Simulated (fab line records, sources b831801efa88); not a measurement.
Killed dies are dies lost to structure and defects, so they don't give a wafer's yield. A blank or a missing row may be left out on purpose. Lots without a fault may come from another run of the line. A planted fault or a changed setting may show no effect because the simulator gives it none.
Chamber matching | flow gf180mcu | GF_PASSIVATION_CVD_02 on pecvd-03: 3 sister chambers
The step deposits Si3N4, target thk 700 nm, time 486.18 s. 3 wafers are shown with their chamber, then 7 later ones without.

WAFERS WITH THEIR CHAMBER
wafer  | chamber | heater_power_w (W)
L362.3 | 2       | 822
L363.1 | 1       | 810
L363.2 | 0       | 678

WAFERS WITHOUT THEIR CHAMBER
wafer  | heater_power_w (W)
L363.6 | 847
L368.3 | 792
L368.4 | 817
L368.6 | 664
L369.2 | 846
L369.3 | 667
L369.6 | 705

WHICH CHAMBER EACH WENT THROUGH
wafer  | from the rows above     | in truth
L363.6 | can't be placed: 2 or 1 | 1
L368.3 | can't be placed: 1 or 2 | 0
L368.4 | can't be placed: 2 or 1 | 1
L368.6 | 0                       | 0
L369.2 | can't be placed: 2 or 1 | 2
L369.3 | 0                       | 0
L369.6 | 0                       | 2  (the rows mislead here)
Placed correctly: 2 of 7. Can't be placed from these rows: 4 (the true chamber is among the candidates in 3). Placed wrongly: 1.
How it was worked out, from the rows above alone: a wafer's distance from a chamber is the root of the sum, over the readings, of the square of ((its reading less the chamber's mean) divided by the reading's scatter). The wafer belongs to the nearest chamber; if the next one is less than 2 further off, it can't be placed. A chamber's mean is the mean of its shown wafers. The scatter: with one shown wafer a chamber, the root of the mean of the squares of how far each hidden wafer lies from its nearest shown one.
